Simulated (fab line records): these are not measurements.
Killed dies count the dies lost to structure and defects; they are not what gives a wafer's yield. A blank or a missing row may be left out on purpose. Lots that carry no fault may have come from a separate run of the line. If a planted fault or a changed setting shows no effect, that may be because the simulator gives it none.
Which of the tools did it? | flow sky130 | Sampling: 6 lots, 18 wafers, 2 of 708 route steps

WHAT THE GAUGES READ, wafer by wafer
SKY_RES_XHIGH_TW_MEAS_09.
lot  | measured     | on            | RES_XHIGH_TW
L760 | day 27 18:38 | film_metro-02 | 1623 1618 1630
L762 | day 28 03:57 | film_metro-02 | 1621 1622 1630
L765 | day 29 17:29 | film_metro-01 | 1637 1641 1639
L768 | day 30 06:00 | film_metro-01 | 1647 1637 1639
L774 | day 32 14:28 | film_metro-01 | 1642 1652 1653
L779 | day 34 00:30 | film_metro-03 | 1593 1593 1596

WHICH TOOL RAN EACH LOT (tool, then ch and the chambers of the sampled wafers, then the start)
lot  | SKY_RES_XHIGH_IMPLANT_07
L760 | implanter-02 ch 0, day 27 18:23
L762 | implanter-03 ch 0, day 28 03:42
L765 | implanter-01 ch 0, day 29 17:14
L768 | implanter-01 ch 0, day 30 05:45
L774 | implanter-03 ch 0, day 32 14:14
L779 | implanter-01 ch 0, day 34 00:15
- SKY_RES_XHIGH_IMPLANT_07

THE ANSWER, worked out from the rows above alone
Rule: the usual values come from the lots themselves. The widest of any qualifying gaps counts: lots, ordered by their means at a reading, are off when they make up no more than a third of the lots, leave a main group of 4 or more, and stand apart from it by 3 or more times the standard deviation of that group's means. A main group is skipped when, at the precision printed for the reading in the tables above, its means are all equal. Also off: a lot with no number at a reading for which 4 or more lots have one. The other lots that the step has rows for count as sound.
Nothing can be told from this: no lot is off at any reading shown.

WHAT THE SIMULATOR HAD INSERTED
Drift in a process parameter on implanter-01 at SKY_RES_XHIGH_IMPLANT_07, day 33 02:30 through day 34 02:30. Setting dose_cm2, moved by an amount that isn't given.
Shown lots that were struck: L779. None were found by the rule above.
